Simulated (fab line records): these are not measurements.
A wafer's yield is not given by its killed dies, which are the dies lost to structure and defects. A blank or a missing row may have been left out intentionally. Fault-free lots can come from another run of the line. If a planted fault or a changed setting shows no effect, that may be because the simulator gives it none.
What tool caused it?    flow gf180mcu    21 wafers from 7 lots sampled at 2 of the route's 602 steps

== WHAT THE GAUGES SHOWED, per wafer ==
GF_NSD_CD_MEAS_07: target cd 400 nm.
lot   measured      on         cd_nm (nm)
L437  day 14 12:25  cd_sem-01  404.5 402.8 403.1
L441  day 16 00:42  cd_sem-01  279.5 281.6 281.2 279.9 281.8 281.1
L445  day 16 22:55  cd_sem-01  401.2 402.8 401.7
L450  day 18 16:05  cd_sem-02  396.6 394.2 397.1
L453  day 19 20:51  cd_sem-02  399.1 397.5 399.3
L455  day 20 14:10  cd_sem-02  402.0 403.2 402.9
L457  day 21 06:50  cd_sem-01  399.5 398.9 400.6

== WHAT TOOL EACH LOT RAN ON (gives the tool, then ch and the chambers of the sampled wafers, and finally the start) ==
lot   GF_NSD_DEVELOP_06
L437  litho_track-01 ch 0, day 14 12:16
L441  litho_track-02 ch 0, day 16 00:33
L445  litho_track-03 ch 0, day 16 22:46
L450  litho_track-03 ch 0, day 18 15:57
L453  litho_track-02 ch 0, day 19 20:42
L455  litho_track-02 ch 0, day 20 13:54
L457  litho_track-03 ch 0, day 21 06:42
- GF_NSD_DEVELOP_06: develop time 60 s.

== THE ANSWER, worked out from the rows above alone ==
Rule: usual is defined by the lots themselves. Put in order of their means at a reading, lots are off if they are a third of the lots or fewer, leave a main group of 4 or more, and stand apart from it by a gap of 3 or more times the standard deviation of the main group's means; of several such gaps the widest counts. A main group whose means are all the same, to the digits that the tables above print for the reading, isn't used. A lot without any number at a reading at which 4 lots or more have one is off too. Where the step has rows for the other lots, those lots are counted as sound.
Off: L441 (GF_NSD_CD_MEAS_07, cd_nm). The main group: mean 400.4 nm, standard deviation 2.6.
If a tool, at a process step before that reading, ran all the lots that are off and no sound lot after the first of them, it fits. Those tools and the gauges at GF_NSD_CD_MEAS_07 are tried in the same way. Of those tried, none fits.

== WHAT THE SIMULATOR PUT IN ==
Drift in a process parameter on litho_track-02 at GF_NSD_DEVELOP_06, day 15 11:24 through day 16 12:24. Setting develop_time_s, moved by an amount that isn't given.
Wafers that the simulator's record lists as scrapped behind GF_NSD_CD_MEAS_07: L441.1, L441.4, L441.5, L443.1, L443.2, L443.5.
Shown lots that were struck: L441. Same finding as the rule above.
